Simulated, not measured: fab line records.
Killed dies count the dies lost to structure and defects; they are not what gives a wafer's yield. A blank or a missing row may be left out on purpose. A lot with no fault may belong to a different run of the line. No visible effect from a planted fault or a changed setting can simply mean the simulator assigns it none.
Matching of chambers -- flow gf180mcu -- GF_V2_CMP_04 on cmp-01 has 4 sister chambers
The step polishes SiO2. 8 wafers are shown with their chamber, then 10 later ones without.

== EACH WAFER AND ITS CHAMBER ==
wafer,chamber,motor current A (A),time to endpoint s (s)
L079.3,3,13.7,80
L081.5,0,12.1,88
L081.6,1,12.2,84
L080.1,0,12.9,82
L080.3,1,12.3,77
L080.4,2,10.3,78
L090.1,2,10.2,73
L090.3,3,13.1,80

== WAFERS WITH NO CHAMBER GIVEN ==
wafer,motor current A (A),time to endpoint s (s)
L090.6,12.5,78
L089.1,13.1,84
L089.4,12.2,85
L089.6,12.0,83
L093.1,10.3,73
L093.5,10.4,78
L093.6,12.5,83
L095.3,10.9,82
L095.4,12.9,82
L095.6,12.7,78

== CHAMBER TAKEN BY EACH ==
wafer,from the rows above,in truth
L090.6,can't be placed: 1 or 0 or 3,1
L089.1,can't be placed: 3 or 0 or 1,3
L089.4,can't be placed: 0 or 1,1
L089.6,can't be placed: 1 or 0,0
L093.1,2,2
L093.5,2,2
L093.6,can't be placed: 0 or 1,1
L095.3,can't be placed: 2 or 1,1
L095.4,can't be placed: 0 or 3 or 1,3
L095.6,can't be placed: 1 or 0 or 3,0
Placed correctly: 2 of 10. Cannot be placed on the basis of these rows: 8; the candidates contain the true chamber in 8. Wrongly placed: 0.
How it was worked out, from the rows above alone: a wafer's distance from a chamber is the root of the sum, over the readings, of the square of ((its reading less the chamber's mean) divided by the reading's scatter). The wafer belongs to the nearest chamber; if the next one is less than 2 further off, it can't be placed. A chamber's mean is the mean of its shown wafers. The scatter: the root of (the sum of the squares of (reading less its chamber's mean) over the shown wafers, divided by (wafers less chambers)).
